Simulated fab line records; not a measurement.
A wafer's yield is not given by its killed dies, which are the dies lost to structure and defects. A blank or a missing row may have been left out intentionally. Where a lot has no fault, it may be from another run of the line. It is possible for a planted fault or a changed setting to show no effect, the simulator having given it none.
Split-lot experiment ; flow sky130 ; 5 lots, 23 wafers read, on a route of 708 steps

SPLIT DETAILS
At SKY_POLY_GATE_ETCH_15 (etches BARC in N2/H2, stops on SiO2, time 118.5 s, target depth 110 nm), the setting source_w was moved away from the recipe's 500 W on 11 of the 23 wafers read, by -7.6% to +9.5%. All remaining wafers had this setting at the recipe value.

Between the split and the reading, the file records no step.

THE READING
KrF-thick_of_POLY_GATE_COAT_08.thk_nm (the simulator's own value, which no gauge read), in nm, at SKY_POLY_GATE_ETCH_16 (etches Si3N4 in CH3F/O2, stops on poly-Si, time 147.5 s, target depth 75 nm). There is no usual value for it anywhere in the file. Average 235.8 nm, standard deviation 3.4 nm, over the 12 wafers here run with the recipe.

wafer;tool, chamber at the split;source_w as run, W;against the recipe;KrF-thick_of_POLY_GATE_COAT_08.thk_nm, nm;against lot-mates on the recipe
L074.1;rie_diel-03, 2;547.3;+9.5%;228.3;-8.5
L074.2;rie_diel-03, 3;500;recipe;236.7;-
L074.4;rie_diel-03, 0;547.3;+9.5%;225.3;-11.5
L074.5;rie_diel-03, 3;547.3;+9.5%;228.5;-8.3
L074.6;rie_diel-03, 2;500;recipe;236.9;-
L078.1;rie_diel-01, 1;500;recipe;241;-
L078.2;rie_diel-01, 0;462;-7.6%;243;+5.2
L078.3;rie_diel-01, 2;462;-7.6%;246.2;+8.3
L078.5;rie_diel-01, 0;500;recipe;234.7;-
L078.6;rie_diel-01, 1;462;-7.6%;244.1;+6.2
L080.1;rie_diel-04, 1;500;recipe;230.6;-
L080.3;rie_diel-04, 3;500;recipe;232.8;-
L080.6;rie_diel-04, 3;500;recipe;232.5;-
L082.1;rie_diel-01, 3;500;recipe;238.5;-
L082.3;rie_diel-01, 2;500;recipe;240.8;-
L082.4;rie_diel-01, 1;540.2;+8.0%;232.2;-7.2
L082.5;rie_diel-01, 1;540.2;+8.0%;232.9;-6.5
L082.6;rie_diel-01, 2;500;recipe;239;-
L085.1;rie_diel-04, 0;469.9;-6.0%;241.6;+8.5
L085.2;rie_diel-04, 3;469.9;-6.0%;236.5;+3.4
L085.4;rie_diel-04, 2;500;recipe;231.3;-
L085.5;rie_diel-04, 0;500;recipe;234.8;-
L085.6;rie_diel-04, 3;469.9;-6.0%;238.3;+5.2

THE FIT
A straight line over all 23 wafers: KrF-thick_of_POLY_GATE_COAT_08.thk_nm changes by -0.8 nm for each +1% of source_w; r = -0.82; the points scatter about the line by 3.2 nm.
The same after taking each lot's own level away (the mean of its wafers on the recipe; 23 wafers): -0.93 nm for each +1%; r = -0.95; scatter 1.7 nm.
The reading moves by 8.8 nm for the largest change in source_w, on that fit.
The lots' own levels span 231.97 to 239.43 nm, that is 2.2 times the standard deviation above.
So the lot-to-lot level changes the slope: the two fits differ.
Check: with one of the wafers moved furthest among these (+9.5%) left out of the fit, the line predicts -8.95 nm for it against its lot-mates. Against them it came out at -8.5 nm.

OTHER SPLITS APPLIED TO THESE WAFERS
These wafers also went through other splits before the reading. Each is held against what the fit with the lots' levels taken away leaves over:
other split on the same wafers;wafers away from the commonest value;r with KrF-thick_of_POLY_GATE_COAT_08.thk_nm (lot level and that fit taken away)
SKY_GATE_OXIDE_OXIDATION_01 temp_c;15;+0.00
SKY_GATE_OXIDE_COAT_05 spin_rpm;6;+0.28
SKY_GATE_OXIDE_IMPLANT_11 dose_cm2;4;+0.53
SKY_POLY_GATE_CVD_03 pressure_mtorr;15;-0.04

THE WHOLE CHAIN: every reading that the file lists as answering this split, in the file's order
step;what it does;reading;change (the file's fit);r (the file's)
SKY_POLY_GATE_ETCH_15;etches BARC in N2/H2, stops on SiO2, time 118.5 s, target depth 110 nm;KrF-thick_of_POLY_GATE_COAT_08.thk_nm (the simulator's own value, which no gauge read);-0.89 nm for each +1% of the setting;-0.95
SKY_POLY_GATE_ETCH_16;etches Si3N4 in CH3F/O2, stops on poly-Si, time 147.5 s, target depth 75 nm;KrF-thick_of_POLY_GATE_COAT_08.thk_nm (the simulator's own value, which no gauge read);-0.922 nm for each +1% of the setting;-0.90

FILE'S OWN FIT
KrF-thick_of_POLY_GATE_COAT_08.thk_nm changes by -0.922 nm for each +1% of source_w, r = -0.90.
